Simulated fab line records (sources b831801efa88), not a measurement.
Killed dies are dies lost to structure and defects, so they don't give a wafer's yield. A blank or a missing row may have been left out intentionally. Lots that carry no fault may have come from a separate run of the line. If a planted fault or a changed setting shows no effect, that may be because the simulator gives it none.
fab line records | flow sky130
[record] lots = 6 | wafers = 18 | last_day = 50
route steps=708 shown VIA4@645 PAD_OPEN@708
lots that met no fault: from a run of the same line without faults
start_h: hours from the record's first day to the start of the lot's first wafer shown | wait_h: how many hours have passed since the lot's step before this one | " as in the row above | L1.1+2: one row covering several wafers at once | - no value, or no start was given | * or withheld: withheld | < > ~ a bound
route shown NAME@n: a module of which the file shows steps, and the number in the route of the first | usual: mean and standard deviation over wafers with no fault | same: alike in all rows | chamber/n: place in a boat | sites: readings site by site | _std_site: standard deviation across them | _edge_site: the outer-site mean with the inner-site mean subtracted | radius_mm: how far each site lies from the wafer's centre | mask NAME#n: copy n | behind: the tool/chamber that last shaped the wafer | hold: reason for holding the lot/hours on hold/outcome of the hold | device: transistor that didn't switch, given as n, p or np | end of line: the tests these same wafers got at the end of their route | step lacking rows: just its recipe | killed: not the wafer's yield, but the dies lost to structure and defects at the first sort | map: the dies of a wafer, with x for killed, . for not killed, _ for no die there
set.NAME: setting as actually run; set.NAME@STEP: the setting as run at that earlier step | model.NAME: the simulator's own value behind a step, which no gauge read
lots at some steps of the route; a table a step, a row a wafer
services: from which hour (start_h, from the record's first day; less than 0 if before it) a tool's chamber was out of use, for how many hours, and why
[[steps]]
[step SKY_VIA4_COAT_06]
[recipe] resist = NOVOLAK | spin_rpm = 3000 | resist_thk_nm = 1140
[step SKY_VIA4_SOFTBAKE_07]
[recipe] temp_c = 90 | time_s = 60 | resist = NOVOLAK
[step SKY_VIA4_EXPOSE_08]
[recipe] mask_id = VIM4 | na = 0.6 | source_shape = conventional | sigma_outer = 0.6 | polarization = unpolarized | target_cd_nm = 800 | dose_mj = 132
[step SKY_VIA4_PEB_09]
[recipe] temp_c = withheld | time_s = * | resist = NOVOLAK
[step SKY_VIA4_DEVELOP_10]
[recipe] resist = NOVOLAK | developer = TMAH | develop_time_s = 60 | dev_temp_c = 23
[step SKY_VIA4_OVL_MEAS_11]
[usual] VIA4_OVL = 1.2/1.5
lot.wafer | tool       | chamber | start_h | wait_h | VIA4_OVL[nm]
L381.1    | overlay-01 | -       | 1048.91 | 0.1    | 3.4
L381.5    | "          | -       | "       | "      | 1.9
L381.6    | "          | -       | "       | "      | 2.6
L385.2    | overlay-02 | -       | 1074.67 | 0.1    | 1.1
L385.4    | "          | -       | "       | "      | 1.2
L385.5    | "          | -       | "       | "      | 1.0
L391.2    | overlay-02 | -       | 1109.36 | 0.1    | -0.5
L391.3    | "          | -       | "       | "      | -0.7
L391.5    | "          | -       | "       | "      | -1.7
L393.2    | overlay-02 | -       | 1127.02 | 0.1    | 2.3
L393.4    | "          | -       | "       | "      | 0.4
L393.6    | "          | -       | "       | "      | 2.6
L394.1    | overlay-02 | -       | 1134.70 | 0.1    | -1.5
L394.4    | "          | -       | "       | "      | -0.5
L394.6    | "          | -       | "       | "      | -0.4
L397.3    | overlay-01 | -       | 1145.31 | 0.1    | 0.9
L397.5    | "          | -       | "       | "      | 3.3
L397.6    | "          | -       | "       | "      | 1.5
[step SKY_VIA4_ETCH_12]
[recipe] target = SiO2 | chemistry = C4F8/O2/Ar | stop_on = TiN | mask_material = NOVOLAK | source_w = 1500 | bias_w = 1200 | pressure_mtorr = 40 | c4f8_flow_sccm = withheld | O2_flow_sccm = 6 | Ar_flow_sccm = 300 | time_s = withheld | target_depth_a = 5800
[usual] chamber_pressure_mTorr = 40.01/0.037 | oes_product_au = 0.917/0.0052
lot.wafer | tool        | chamber | start_h | wait_h | chamber_pressure_mTorr | oes_product_au
L381.1    | rie_diel-01 | 3       | 1048.95 | 0.0    | 39.99                  | 0.922
L381.5    | "           | 1       | "       | "      | 40.00                  | 0.918
L381.6    | "           | 0       | "       | "      | 40.03                  | 0.917
L385.2    | rie_diel-04 | 1       | 1074.70 | 0.0    | 40.12                  | 0.922
L385.4    | "           | 0       | "       | "      | 40.00                  | 0.912
L385.5    | "           | 3       | "       | "      | 40.02                  | 0.918
L391.2    | rie_diel-02 | 0       | 1109.39 | 0.0    | 39.96                  | 0.920
L391.3    | "           | 2       | "       | "      | 39.98                  | 0.919
L391.5    | "           | 3       | "       | "      | 40.02                  | 0.918
L393.2    | rie_diel-02 | 3       | 1127.05 | 0.0    | 40.03                  | 0.916
L393.4    | "           | 1       | "       | "      | 40.00                  | 0.919
L393.6    | "           | 0       | "       | "      | 40.02                  | 0.919
L394.1    | rie_diel-01 | 0       | 1134.74 | 0.0    | 40.06                  | 0.909
L394.4    | "           | 1       | "       | "      | 40.01                  | 0.920
L394.6    | "           | 1       | "       | "      | 40.03                  | 0.921
L397.3    | rie_diel-01 | 3       | 1145.34 | 0.0    | 40.04                  | 0.914
L397.5    | "           | 1       | "       | "      | 40.03                  | 0.913
L397.6    | "           | 0       | "       | "      | 40.07                  | 0.920
[step SKY_VIA4_STRIP_13]
[recipe] chemistry = O2/N2 | power_w = 1400 | pressure_mtorr = 1500 | platen_temp_c = withheld | o2_flow_sccm = 3000 | n2_flow_sccm = 300 | overash_fraction = 0.5
[usual] chamber_pressure_mTorr = 1499.9/1.3 | drypump_motor_current_A = 5.8/0.43 | oes_product_au = 0.709/0.0041 | strip_time_to_endpoint_s = 12.798/0.028
lot.wafer | tool            | chamber | start_h | wait_h | chamber_pressure_mTorr | drypump_motor_current_A | oes_product_au | rf_hours_counter_h | strip_time_to_endpoint_s
L381.1    | plasma_asher-01 | 1       | 1049.02 | -      | 1497.7                 | 6.1                     | 0.709          | 61                 | 12.836
L381.5    | "               | 1       | "       | "      | 1500.5                 | 6.1                     | 0.712          | -                  | 12.827
L381.6    | "               | 0       | "       | "      | 1502.5                 | 5.4                     | 0.713          | -                  | 12.821
L385.2    | plasma_asher-01 | 1       | 1074.77 | -      | 1500.6                 | 6.1                     | 0.704          | 64                 | 12.793
L385.4    | "               | 1       | "       | "      | 1499.8                 | 6.1                     | 0.708          | -                  | 12.775
L385.5    | "               | 1       | "       | "      | 1498.1                 | 6.1                     | 0.708          | -                  | 12.775
L391.2    | plasma_asher-02 | 0       | 1109.46 | -      | 1500.5                 | 6.0                     | 0.708          | 38                 | 12.763
L391.3    | "               | 1       | "       | "      | 1501.9                 | 6.5                     | 0.707          | -                  | 12.833
L391.5    | "               | 0       | "       | "      | 1498.7                 | 6.0                     | 0.707          | -                  | 12.779
L393.2    | plasma_asher-03 | 0       | 1127.13 | -      | 1498.0                 | 5.3                     | 0.710          | 102                | 12.799
L393.4    | "               | 1       | "       | "      | 1497.6                 | 5.5                     | 0.711          | -                  | 12.818
L393.6    | "               | 1       | "       | "      | 1500.3                 | 5.5                     | 0.712          | -                  | 12.826
L394.1    | plasma_asher-03 | 1       | 1134.81 | -      | 1497.7                 | 5.5                     | 0.706          | 102                | 12.729
L394.4    | "               | 1       | "       | "      | 1502.7                 | 5.5                     | 0.715          | -                  | 12.770
L394.6    | "               | 0       | "       | "      | 1500.9                 | 5.3                     | 0.703          | -                  | 12.803
L397.3    | plasma_asher-02 | 0       | 1145.44 | -      | 1499.3                 | 6.0                     | 0.707          | -                  | 12.805
L397.5    | "               | 1       | "       | "      | 1497.7                 | 6.5                     | 0.708          | -                  | 12.794
L397.6    | "               | 0       | "       | "      | 1499.8                 | 6.0                     | 0.718          | -                  | 12.806
[step SKY_VIA4_STRIP_14]
[recipe] chemistry = post_etch_residue_remover | time_s = 1200 | temp_c = 72.5
[step SKY_VIA4_CLEAN_15]
[recipe] chemistry = IPA | time_s = 180 | temp_c = 25
[step SKY_VIA4_CLEAN_16]
[recipe] chemistry = O3/DIW | dry = n2_spin
[step SKY_VIA4_SPUTTER_17]
[recipe] material = TiN | target_thk_nm = 20 | chamber_pressure_pa = 5 | power_w = 4000 | time_s = 80
[usual] chamber_pressure_pa = 4.998/0.0091 | throttle_valve_pct = 29.7/0.94
lot.wafer | tool           | chamber | start_h | wait_h | chamber_pressure_pa | throttle_valve_pct
L381.1    | pvd_sputter-02 | -       | 1049.62 | 0.0    | 5.006               | 29.2
L381.5    | "              | -       | "       | "      | 5.000               | 29.5
L381.6    | "              | -       | "       | "      | 5.002               | 29.9
L385.2    | pvd_sputter-02 | -       | 1075.37 | 0.0    | 5.006               | 29.1
L385.4    | "              | -       | "       | "      | 4.988               | 30.0
L385.5    | "              | -       | "       | "      | 4.994               | 30.0
L391.2    | pvd_sputter-03 | -       | 1110.12 | 0.0    | 5.003               | 31.6
L391.3    | "              | -       | "       | "      | 4.992               | 30.0
L391.5    | "              | -       | "       | "      | 5.000               | 31.8
L393.2    | pvd_sputter-01 | -       | 1127.75 | 0.0    | 5.009               | 30.6
L393.4    | "              | -       | "       | "      | 4.987               | 30.0
L393.6    | "              | -       | "       | "      | 5.004               | 29.8
L394.1    | pvd_sputter-02 | -       | 1135.43 | 0.0    | 5.010               | 29.5
L394.4    | "              | -       | "       | "      | 5.004               | 29.6
L394.6    | "              | -       | "       | "      | 4.991               | 29.9
L397.3    | pvd_sputter-02 | -       | 1146.00 | 0.0    | 4.993               | 29.9
L397.5    | "              | -       | "       | "      | 4.997               | 29.1
L397.6    | "              | -       | "       | "      | 4.996               | 29.8
[step SKY_VIA4_CVD_18]
[recipe] material = W | target_thk_nm = 505 | time_s = 152.14 | temp_c = 400 | pressure_torr = 40
[usual] chamber_pressure_Torr = 40.01/0.087 | heater_power_w = 858/95
lot.wafer | tool     | chamber | start_h | wait_h | chamber_pressure_Torr | heater_power_w | model.W_of_VIA4_CVD_18.thk_nm
L381.1    | cvd_w-02 | 1       | 1049.68 | 0.0    | 44.30                 | 701            | 532.5
L381.5    | "        | 1       | "       | "      | 44.36                 | 711            | 528.1
L381.6    | "        | 0       | "       | "      | 39.95                 | 907            | 511.5
L385.2    | cvd_w-02 | 1       | 1075.44 | 0.0    | 44.30                 | 697            | 528.1
L385.4    | "        | 0       | "       | "      | 40.13                 | 888            | 505.5
L385.5    | "        | 1       | "       | "      | 44.38                 | 717            | 525.6
L391.2    | cvd_w-01 | 1       | 1110.18 | 0.0    | 40.05                 | 907            | 505.1
L391.3    | "        | 1       | "       | "      | 40.03                 | 899            | 503.9
L391.5    | "        | 1       | "       | "      | 40.12                 | 915            | 500.6
L393.2    | cvd_w-01 | 1       | 1127.81 | 0.0    | 39.95                 | 916            | 512.8
L393.4    | "        | 0       | "       | "      | 39.86                 | 934            | 505.5
L393.6    | "        | 0       | "       | "      | 39.87                 | 945            | 515.4
L394.1    | cvd_w-02 | 0       | 1135.49 | 0.0    | 39.92                 | 927            | 515.2
L394.4    | "        | 0       | "       | "      | 39.98                 | 914            | 511.2
L394.6    | "        | 1       | "       | "      | 39.88                 | 728            | 511.4
L397.3    | cvd_w-01 | 1       | 1146.11 | 0.1    | 39.98                 | 907            | 511.7
L397.5    | "        | 0       | "       | "      | 39.98                 | 956            | 507.2
L397.6    | "        | 1       | "       | "      | 40.13                 | 910            | 508.5
[step SKY_VIA4_RS_MEAS_19]
[recipe] thk_meas_gauge = four-point-probe | reads = W_of_VIA4_CVD_18+TiN_of_VIA4_SPUTTER_17
[usual] VIA4_W_RS = 0.2259/0.0026
lot.wafer | tool          | chamber | start_h | wait_h | VIA4_W_RS[ohm/sq]
L381.1    | film_metro-02 | -       | 1049.83 | 0.1    | 0.2145
L381.5    | "             | -       | "       | "      | 0.2163
L381.6    | "             | -       | "       | "      | 0.2231
L385.2    | film_metro-04 | -       | 1075.61 | 0.1    | 0.2161
L385.4    | "             | -       | "       | "      | 0.2264
L385.5    | "             | -       | "       | "      | 0.2177
L391.2    | film_metro-01 | -       | 1110.35 | 0.1    | 0.2264
L391.3    | "             | -       | "       | "      | 0.2273
L391.5    | "             | -       | "       | "      | 0.2291
L393.2    | film_metro-02 | -       | 1128.08 | 0.2    | 0.2228
L393.4    | "             | -       | "       | "      | 0.2263
L393.6    | "             | -       | "       | "      | 0.2217
L394.1    | film_metro-04 | -       | 1135.65 | 0.1    | 0.2222
L394.4    | "             | -       | "       | "      | 0.2234
L394.6    | "             | -       | "       | "      | 0.2231
L397.3    | film_metro-04 | -       | 1146.25 | 0.1    | 0.2231
L397.5    | "             | -       | "       | "      | 0.2253
L397.6    | "             | -       | "       | "      | 0.2245
[step SKY_VIA4_THK_MEAS_20]
[recipe] thk_meas_gauge = xrf | reads = W_of_VIA4_CVD_18
[usual] VIA4_W_THK = 499/6.1
lot.wafer | tool          | chamber | start_h | wait_h | VIA4_W_THK[nm]
L381.1    | film_metro-02 | -       | 1049.95 | 0.1    | 523
L381.5    | "             | -       | "       | "      | 517
L381.6    | "             | -       | "       | "      | 504
L385.2    | film_metro-04 | -       | 1075.72 | 0.1    | 525
L385.4    | "             | -       | "       | "      | 503
L385.5    | "             | -       | "       | "      | 525
L391.2    | film_metro-01 | -       | 1110.46 | 0.1    | 497
L391.3    | "             | -       | "       | "      | 497
L391.5    | "             | -       | "       | "      | 494
L393.2    | film_metro-02 | -       | 1128.19 | 0.1    | 504
L393.4    | "             | -       | "       | "      | 499
L393.6    | "             | -       | "       | "      | 513
L394.1    | film_metro-04 | -       | 1135.77 | 0.1    | 506
L394.4    | "             | -       | "       | "      | 502
L394.6    | "             | -       | "       | "      | 501
L397.3    | film_metro-04 | -       | 1146.35 | 0.1    | 503
L397.5    | "             | -       | "       | "      | 494
L397.6    | "             | -       | "       | "      | 500
[step SKY_VIA4_CMP_21]
[recipe] stop_on = SiO2 | t_overpolish_s = 25 | down_force_psi = 3.5 | platen_rpm = 60 | target_thk_nm = 0 | pad_velocity_m_s = 0.94248
[usual] motor_current_A = 10.5/1.5 | slurry_flow_ml_min = 150.0/0.48
lot.wafer | tool   | chamber | start_h | wait_h | motor_current_A | slurry_flow_ml_min
L381.1    | cmp-01 | 2       | 1050.11 | 0.1    | 9.0             | 150.0
L381.5    | "      | 0       | "       | "      | 11.4            | 149.0
L381.6    | "      | 1       | "       | "      | 10.2            | 150.6
L385.2    | cmp-01 | 2       | 1075.82 | 0.1    | 9.4             | 150.3
L385.4    | "      | 3       | "       | "      | 9.2             | 150.2
L385.5    | "      | 1       | "       | "      | 10.5            | 150.1
L391.3    | cmp-01 | 3       | 1110.51 | 0.0    | 9.3             | 149.1
L391.2    | "      | 0       | "       | "      | 11.8            | 149.8
L391.5    | "      | 0       | "       | "      | 12.1            | 149.6
L393.2    | cmp-02 | 1       | 1128.24 | 0.0    | 13.2            | 150.7
L393.4    | "      | 3       | "       | "      | 9.2             | 150.2
L393.6    | "      | 2       | "       | "      | 10.2            | 150.7
L394.1    | cmp-01 | 0       | 1136.14 | 0.4    | 11.9            | 150.6
L394.4    | "      | 1       | "       | "      | 10.1            | 151.0
L394.6    | "      | 1       | "       | "      | 10.4            | 150.3
L397.3    | cmp-01 | 3       | 1146.49 | 0.1    | 8.9             | 149.7
L397.6    | "      | 1       | "       | "      | 10.2            | 150.5
L397.5    | "      | 2       | "       | "      | 9.1             | 149.9
[step SKY_PAD_OPEN_PROBE_99]
[usual] defect_limited_yield = 82.4/1.8 | killed_at_M0_to_M3 = 44/6.3 | killed_at_M4_up = 3.1/1.8 | killed_at_contacts = 25/5.1 | killed_at_front_end = 15/4.1 | killed_at_other = 0.3/0.71 | killed_dies = 87/8.8 | killed_open = 47/6.8 | killed_short = 40/6.7 | sort_bin_3_pad_short = 0.9/0.39 | sort_bin_5_function = 10.4/1.5 | sort_bin_6_memory = 6.4/1.1 | sort_n_pass = 405/8.8 | sort_yield_pct = 82.4/1.8
[same] gross_dies = 492 | killed_at_back_side = 0 | sort_bin_4_leakage[%] = 0 | sort_bin_8_speed[%] = 0
lot.wafer | tool      | chamber | start_h | wait_h | defect_limited_yield[%] | killed_at_M0_to_M3 | killed_at_M4_up | killed_at_contacts | killed_at_front_end | killed_at_other | killed_dies | killed_open | killed_short | sort_bin_3_pad_short[%] | sort_bin_5_function[%] | sort_bin_6_memory[%] | sort_n_pass | sort_yield_pct[%]
L381.1    | prober-02 | -       | 1116.90 | 0.1    | 79.9                    | 57                 | 3               | 22                 | 17                  | 0               | 99          | 53          | 46           | 1.8                     | 10.8                   | 7.5                  | 393         | 79.9
L381.5    | prober-02 | -       | 1117.10 | 0.2    | 83.1                    | 34                 | 6               | 26                 | 13                  | 4               | 83          | 48          | 31           | 0.8                     | 8.9                    | 7.1                  | 409         | 83.1
L381.6    | prober-02 | -       | 1117.15 | 0.2    | 83.7                    | 47                 | 3               | 22                 | 7                   | 1               | 80          | 42          | 37           | 0.8                     | 8.9                    | 6.5                  | 412         | 83.7
L391.2    | prober-02 | -       | 1172.00 | 0.1    | 86.8                    | 36                 | 4               | 18                 | 7                   | 0               | 65          | 30          | 35           | 0.8                     | 7.5                    | 4.9                  | 427         | 86.8
L391.3    | prober-02 | -       | 1172.05 | 0.2    | 85.2                    | 36                 | 2               | 20                 | 15                  | 0               | 73          | 45          | 28           | 0.6                     | 9.6                    | 4.7                  | 419         | 85.2
L391.5    | prober-02 | -       | 1172.15 | 0.2    | 83.7                    | 50                 | 0               | 21                 | 8                   | 1               | 80          | 43          | 37           | 0.8                     | 10.8                   | 4.7                  | 412         | 83.7
L393.2    | prober-02 | -       | 1186.10 | 0.1    | 83.5                    | 37                 | 0               | 24                 | 20                  | 0               | 81          | 38          | 43           | 1.0                     | 9.3                    | 6.1                  | 411         | 83.5
L393.4    | prober-02 | -       | 1186.20 | 0.2    | 81.3                    | 36                 | 5               | 28                 | 23                  | 0               | 92          | 52          | 40           | 0.4                     | 10.4                   | 7.9                  | 400         | 81.3
L393.6    | prober-02 | -       | 1186.30 | 0.2    | 82.3                    | 42                 | 1               | 28                 | 14                  | 2               | 87          | 51          | 35           | 1.2                     | 9.6                    | 6.9                  | 405         | 82.3
L394.1    | prober-01 | -       | 1191.67 | 0.1    | 85.2                    | 37                 | 1               | 25                 | 10                  | 0               | 73          | 31          | 42           | 0.6                     | 10.6                   | 3.7                  | 419         | 85.2
L394.4    | prober-01 | -       | 1191.82 | 0.2    | 80.7                    | 52                 | 3               | 23                 | 16                  | 1               | 95          | 40          | 55           | 0.8                     | 13.4                   | 5.1                  | 397         | 80.7
L394.6    | prober-01 | -       | 1191.92 | 0.2    | 83.9                    | 38                 | 5               | 26                 | 10                  | 0               | 79          | 36          | 43           | 0.8                     | 9.3                    | 5.9                  | 413         | 83.9
// killed by level:class
L381.1 VIA1:geometric_particle:open=10 VIA2:geometric_particle:open=9 VIA3:geometric_particle:open=9 LI_CONTACT:geometric_particle:open=6 LOCAL_INTERCONNECT:geometric_particle:short=6 POLY_GATE:geometric_particle:open=5 METAL1:geometric_particle:short=5 CONTACT:geometric_particle:open=5
L381.5 VIA3:geometric_particle:open=12 VIA1:geometric_particle:open=9 CONTACT:geometric_particle:short=7 FIELD_ISO:geometric_particle:open=6 LI_CONTACT:geometric_particle:open=6 LOCAL_INTERCONNECT:geometric_particle:short=6 CONTACT:geometric_particle:open=5 METAL4:geometric_particle:short=4
L381.6 VIA1:geometric_particle:open=8 CONTACT:geometric_particle:open=7 METAL1:geometric_particle:short=7 VIA3:geometric_particle:open=7 LI_CONTACT:geometric_particle:open=6 VIA3:geometric_particle:short=5 LOCAL_INTERCONNECT:geometric_particle:short=4 CONTACT:geometric_particle:short=4
L391.2 VIA1:geometric_particle:open=8 METAL2:geometric_particle:short=6 VIA3:geometric_particle:open=6 CONTACT:geometric_particle:short=5 CONTACT:geometric_particle:open=5 LI_CONTACT:geometric_particle:short=4 LI_CONTACT:geometric_particle:open=4 METAL1:geometric_particle:short=4
L391.3 VIA1:geometric_particle:open=14 CONTACT:geometric_particle:open=8 POLY_GATE:geometric_particle:open=6 VIA2:geometric_particle:open=6 LI_CONTACT:geometric_particle:open=4 CONTACT:geometric_particle:short=4 FIELD_ISO:geometric_particle:short=3 POLY_GATE:geometric_particle:short=3
L391.5 VIA2:geometric_particle:open=12 VIA1:geometric_particle:open=9 CONTACT:geometric_particle:open=7 METAL2:geometric_particle:short=6 LI_CONTACT:geometric_particle:open=6 VIA1:geometric_particle:short=5 POLY_GATE:geometric_particle:short=4 CONTACT:geometric_particle:short=4
L393.2 CONTACT:geometric_particle:open=8 POLY_GATE:geometric_particle:short=7 METAL2:geometric_particle:short=7 POLY_GATE:geometric_particle:open=6 LI_CONTACT:geometric_particle:short=6 VIA3:geometric_particle:open=5 VIA2:geometric_particle:open=5 LI_CONTACT:geometric_particle:open=4
L393.4 CONTACT:geometric_particle:open=13 POLY_GATE:geometric_particle:open=8 VIA1:geometric_particle:open=8 POLY_GATE:geometric_particle:short=7 LI_CONTACT:geometric_particle:open=7 VIA2:geometric_particle:open=5 VIA3:geometric_particle:short=4 METAL3:geometric_particle:short=4
L393.6 CONTACT:geometric_particle:open=13 LI_CONTACT:geometric_particle:open=9 VIA1:geometric_particle:open=9 VIA1:geometric_particle:short=6 VIA2:geometric_particle:open=6 VIA3:geometric_particle:open=5 METAL2:geometric_particle:short=5 FIELD_ISO:geometric_particle:short=4
L394.1 LI_CONTACT:geometric_particle:open=7 VIA1:geometric_particle:open=6 CONTACT:geometric_particle:open=6 METAL2:geometric_particle:short=6 METAL1:geometric_particle:short=5 LOCAL_INTERCONNECT:geometric_particle:short=4 CONTACT:geometric_particle:short=4 VIA1:geometric_particle:short=4
L394.4 FIELD_ISO:geometric_particle:short=9 VIA2:geometric_particle:open=9 LOCAL_INTERCONNECT:geometric_particle:short=8 VIA1:geometric_particle:open=8 METAL2:geometric_particle:short=7 LI_CONTACT:geometric_particle:open=6 METAL1:geometric_particle:short=6 VIA2:geometric_particle:short=6
L394.6 METAL1:geometric_particle:short=9 LI_CONTACT:geometric_particle:open=7 CONTACT:geometric_particle:short=6 CONTACT:geometric_particle:open=6 VIA3:geometric_particle:open=6 VIA1:geometric_particle:open=5 VIA1:geometric_particle:short=4 LI_CONTACT:geometric_particle:short=4
[[services]]
tool            | chamber | start_h | hours | kind
cmp-01          | -       | 1026.96 | 2.3   | repair
rie_diel-02     | 0       | 1028.29 | 1.3   | repair
rie_diel-01     | 1       | 1028.38 | 5.7   | repair
rie_diel-02     | 2       | 1028.54 | 28.3  | repair
cmp-02          | -       | 1029.72 | 4.0   | repair
rie_diel-04     | 0       | 1036.17 | 30.6  | repair
cvd_w-01        | -       | 1052.43 | 6.0   | pm
plasma_asher-01 | -       | 1053.19 | 1.4   | repair
rie_diel-04     | 2       | 1056.32 | 3.3   | repair
cmp-02          | -       | 1059.26 | 16.1  | pm
pvd_sputter-02  | -       | 1076.90 | 0.5   | repair
pvd_sputter-01  | -       | 1083.56 | 1.7   | repair
cmp-02          | -       | 1084.07 | 4.0   | pm
cvd_w-01        | -       | 1100.98 | 1.9   | repair
rie_diel-04     | -       | 1106.76 | 2.8   | pm
cvd_w-01        | -       | 1110.56 | 14.6  | pm
cmp-01          | -       | 1111.78 | 8.3   | pm
pvd_sputter-03  | -       | 1118.13 | 2.8   | repair
rie_diel-01     | 3       | 1121.04 | 3.4   | repair
cmp-01          | -       | 1129.19 | 2.8   | repair
rie_diel-04     | 1       | 1131.00 | 7.8   | repair
cmp-02          | -       | 1132.85 | 3.5   | pm
pvd_sputter-02  | -       | 1137.34 | 0.7   | repair
cmp-02          | -       | 1144.09 | 1.8   | repair
[[key]]
[first_sign] step = SKY_VIA4_CVD_18 | reading = chamber_pressure_Torr | direction = up | sigmas = 50 | usual = 40.01 | struck = 44.33
[effect] step = SKY_VIA4_RS_MEAS_19 | reading = VIA4_W_RS | direction = down | sigmas = 3.7 | usual = 0.2259 | struck = 0.2161
[effect] step = SKY_VIA4_THK_MEAS_20 | reading = VIA4_W_THK | direction = up | sigmas = 3.8 | usual = 499 | struck = 522
[model_effect] step = SKY_VIA4_CVD_18 | value = W_of_VIA4_CVD_18.thk_nm | without = 501.4 | struck = 528.6
met_at SKY_VIA4_CVD_18
struck_wafers L381.1,L381.5,L385.2,L385.5
[fault] kind = process_parameter_drift | tool = cvd_w-02 | chamber = 1 | onset_h = 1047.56 | steps = SKY_VIA4_CVD_18 | channel = pressure_torr | offset = 4.4255 | shape = step | end_h = 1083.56 | acts_in = these_recipes_only | stated = 40
